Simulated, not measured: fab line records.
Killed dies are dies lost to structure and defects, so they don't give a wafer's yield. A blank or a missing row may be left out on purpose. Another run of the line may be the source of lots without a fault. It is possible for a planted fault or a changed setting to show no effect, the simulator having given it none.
Chamber matching	flow sky130	cmp-01 running SKY_CONTACT_CMP_04: 4 sister chambers
The step polishes SiO2. 8 wafers are shown with their chamber, then 8 later ones without.

## EACH WAFER AND ITS CHAMBER
wafer	chamber	motor_current_A (A)	time_to_endpoint_s (s)
L447.4	2	12.9	77
L447.6	0	11.1	78
L448.5	2	13.2	75
L448.6	1	13.0	79
L450.1	3	11.1	81
L450.3	0	10.5	81
L450.6	3	11.7	80
L461.1	1	12.2	89

## WAFERS WHOSE CHAMBER IS MISSING
wafer	motor_current_A (A)	time_to_endpoint_s (s)
L461.4	10.9	89
L461.6	12.0	87
L462.2	13.7	81
L462.4	10.8	86
L462.5	12.2	82
L463.4	11.1	83
L463.5	12.9	79
L463.6	11.1	84

## THE CHAMBER EACH PASSED THROUGH
wafer	from the rows above	in truth
L461.4	can't be placed: 0 or 3 or 1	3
L461.6	can't be placed: 1 or 3 or 0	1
L462.2	can't be placed: 2 or 1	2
L462.4	can't be placed: 0 or 3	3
L462.5	can't be placed: 1 or 3 or 2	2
L463.4	can't be placed: 3 or 0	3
L463.5	can't be placed: 2 or 1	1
L463.6	can't be placed: 3 or 0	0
Placed correctly: 0 of 8. Can't be placed from these rows: 8 (the true chamber is among the candidates in 8). 0 placed wrongly.
How it was worked out, from the rows above alone: a wafer's distance from a chamber is the root of the sum, over the readings, of the square of ((its reading less the chamber's mean) divided by the reading's scatter). The wafer belongs to the nearest chamber; if the next one is less than 2 further off, it can't be placed. A chamber's mean is the mean of its shown wafers. The scatter: take each reading less its chamber's mean, square it, sum over the shown wafers, divide by the number of wafers less the number of chambers, and take the root.
